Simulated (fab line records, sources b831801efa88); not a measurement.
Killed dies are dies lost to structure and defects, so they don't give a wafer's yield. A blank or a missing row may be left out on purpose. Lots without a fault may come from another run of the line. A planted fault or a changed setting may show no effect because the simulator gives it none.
A struck lot beside a sound one | flow sky130 | 15 steps out of a route of 708
Sound: wafers L556.1, L556.3, L556.4. Struck: wafers L555.2, L555.4, L555.5. The cause comes at the end.
At each step with rows: each side's tool, then ch and its chambers, then its first start. Under that, the readings that differ: sound wafers | struck wafers | difference of the means | sigmas: that difference in standard deviations of wafers without a fault.
alike: readings whose means differ by less than 2 such deviations, and words and numbers that are the same on both sides. not compared: withheld readings, readings that some wafer has no value for, bounds like >300 that may hide the same value, and numbers for which the record gives no deviation and whose values overlap.
The two part at a step that has a row with sigmas, a row that says differs or no value, or rows on one side only. Numbers that don't overlap but have no deviation are shown without sigmas and don't part them. A reading that every wafer of one side lacks parts them only if that side has two wafers or more.

SKY_VIA2_BOW_MEAS_03:
  sound on film_metro-04, day 41 20:38; struck on film_metro-01, day 41 20:18
  alike: VIA2_BOW
then, 8 steps without rows for these wafers: SKY_VIA2_DEHYDRATE_04 (time 60 s); SKY_VIA2_HMDS_05 (prime time 60 s); SKY_VIA2_COAT_06 (resist thk 60 nm); SKY_VIA2_COAT_07 (resist thk 450 nm); SKY_VIA2_SOFTBAKE_08 (time 90 s); SKY_VIA2_EXPOSE_09 (exposes mask VIM2, target cd 200 nm); SKY_VIA2_PEB_10; SKY_VIA2_DEVELOP_11 (develop time 60 s).
SKY_VIA2_CD_MEAS_12: target cd 200 nm.
  sound on cd_sem-01, day 42 21:03; struck on cd_sem-01, day 42 20:16
  alike: cd_nm
SKY_VIA2_OVL_MEAS_13:
  sound on overlay-02, day 42 21:10; struck on overlay-01, day 42 20:23
  alike: VIA2_OVL
SKY_VIA2_ETCH_14: etches BARC in N2/H2, stops on SiO2, time 45.9 s, target depth 60 nm.
  sound on rie_diel-01 ch 0,1,3, day 42 21:13; struck on rie_diel-03 ch 0,3, day 42 20:25
  reading               | sound             | struck            | difference | sigmas
  oes_product_au (a.u.) | 0.851 0.847 0.850 | 0.849 0.867 0.864 | +0.011     | +2
  alike: drypump_motor_current_A, rf_fwd_power_W, throttle_valve_pct
  not compared: rf_hours_counter_h
SKY_VIA2_ETCH_15: etches SiO2 in C4F8/O2/Ar, stops on TiN, target depth 546 nm, time 84 s.
  sound on rie_diel-01 ch 0,1,3, day 42 21:15; struck on rie_diel-03 ch 0,3, day 42 20:27
  reading                                     | sound             | struck          | difference | sigmas
  rf_fwd_power_W (W)                          | 1499 1493 1490    | 1720 1729 1736  | +234       | +45
  model.KrF-thick_of_VIA2_COAT_07.thk_nm (nm) | 284.3 282.2 287.4 | 278.8 276 277.8 | -7.1       |
  alike: oes_product_au
  not compared: rf_hours_counter_h, model.TiN_of_METAL2_SPUTTER_04.thk_nm
SKY_VIA2_STRIP_16: strips in O2/N2.
  sound on plasma_asher-03 ch 0,1, day 42 21:19; struck on plasma_asher-04 ch 0, day 42 20:31
  reading                      | sound          | struck         | difference | sigmas
  strip_time_to_endpoint_s (s) | 4.05 4.02 4.10 | 3.99 3.98 4.00 | -0.07      | -2
  alike: drypump_motor_current_A, oes_product_au
  not compared: rf_hours_counter_h
SKY_PAD_OPEN_PROBE_99:
  the record has rows for the sound wafers here (prober-01, day 51 06:24) and none for the struck ones

WHERE THEY PART
First at SKY_VIA2_ETCH_14; last, within this record, at SKY_PAD_OPEN_PROBE_99.

WHY: what the simulator had put in
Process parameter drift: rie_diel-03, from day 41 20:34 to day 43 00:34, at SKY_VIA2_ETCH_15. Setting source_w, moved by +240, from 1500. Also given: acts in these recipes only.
